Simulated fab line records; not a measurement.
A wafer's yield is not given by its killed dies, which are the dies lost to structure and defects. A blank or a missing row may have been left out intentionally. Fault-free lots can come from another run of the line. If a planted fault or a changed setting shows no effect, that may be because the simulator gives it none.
A struck lot beside a sound one ; flow gf180mcu ; 15 out of 602 route steps
Sound: these wafers, L763.1, L763.3, L763.5. Struck: wafer L778.5; the same lot's L778.3 was not struck, so it is left out; see the end for the cause.
Per side, at each step with rows, come the tool, then ch with its chambers, and then its first start. Under that, the readings that differ: sound wafers ; struck wafers ; difference of the means ; sigmas: that difference in standard deviations of wafers without a fault.
alike: readings whose means differ by less than 2 such deviations, and words and numbers that are the same on both sides. not compared: withheld readings, readings that some wafer has no value for, bounds like >300 that may hide the same value, and numbers for which the record gives no deviation and whose values overlap.
A row with sigmas, a row that says differs or no value, or rows on one side alone: a step with any of these is where the two part. Numbers that have no deviation but don't overlap get no sigmas and don't part them. A reading missing from all wafers of one side parts the sides only when that side holds two or more wafers.

first, 1 step without rows for these wafers: GF_V2_CVD_00 (deposits SiO2, target thk 600 nm, time 100 s).
GF_V2_THK_MEAS_01:
  sound: filmMetro-04 at day 20 11:11; struck: filmMetro-04 at day 25 06:26
  alike: V2_CVD_00_THK
GF_V2_CVD_02: deposits SiO2 from TEOS, target thk 850 nm, time 94.851 s.
  sound on pecvd-04 ch 1,2, day 20 11:15; struck on pecvd-01 ch 0, day 25 06:28
  alike: heaterPowerW
  not compared: sinceWetCleanH
GF_V2_THK_MEAS_03:
  sound: filmMetro-03 at day 20 11:19; struck: filmMetro-03 at day 25 06:34
  alike: V2_CVD_02_THK
GF_V2_CMP_04: polishes SiO2.
  sound on cmp-01 ch 1,2,3, day 20 11:23; struck on cmp-01 ch 0, day 25 06:42
  alike: motorCurrentA, timeToEndpointS
GF_V2_BOW_MEAS_05:
  sound: filmMetro-03 at day 20 11:41; struck: filmMetro-04 at day 25 06:56
  alike: V2_BOW
then, 6 steps without rows for these wafers: GF_V2_DEHYDRATE_06 (time 60 s); GF_V2_HMDS_07 (prime time 60 s); GF_V2_COAT_08; GF_V2_COAT_09 (resist thk 1000 nm); GF_V2_SOFTBAKE_10 (time 60 s); GF_V2_EXPOSE_11 (exposes mask Via2, target cd 260 nm).
GF_V2_PEB_12: peb time 90 s.
  sound on lithoTrack-02 ch 0, day 21 11:32; struck on lithoTrack-03 ch 0, day 26 03:41
reading;sound;struck;difference;sigmas
heaterPowerTotalW (W);85.82 85.73 85.56;86.47;+0.77;+9
then, 1 step without rows for these wafers: GF_V2_DEVELOP_13 (develop time 60 s).
-- the record jumps here: 8 days lie between the struck wafers' starts before and after (it left off in module V2 and takes up again in module PASSIVATION, whose first step shown is number 602 of the route) --
GF_PASSIVATION_PROBE_99:
  only the struck wafers here have rows in the record (prober-02, day 33 15:49); the sound ones have none

WHERE THEY PART
Last at GF_PASSIVATION_PROBE_99 as far as this record goes, first at GF_V2_PEB_12.

WHY: the cause the simulator had injected
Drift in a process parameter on lithoTrack-03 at GF_V2_PEB_12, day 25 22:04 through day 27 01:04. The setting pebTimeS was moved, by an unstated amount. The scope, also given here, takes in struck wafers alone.
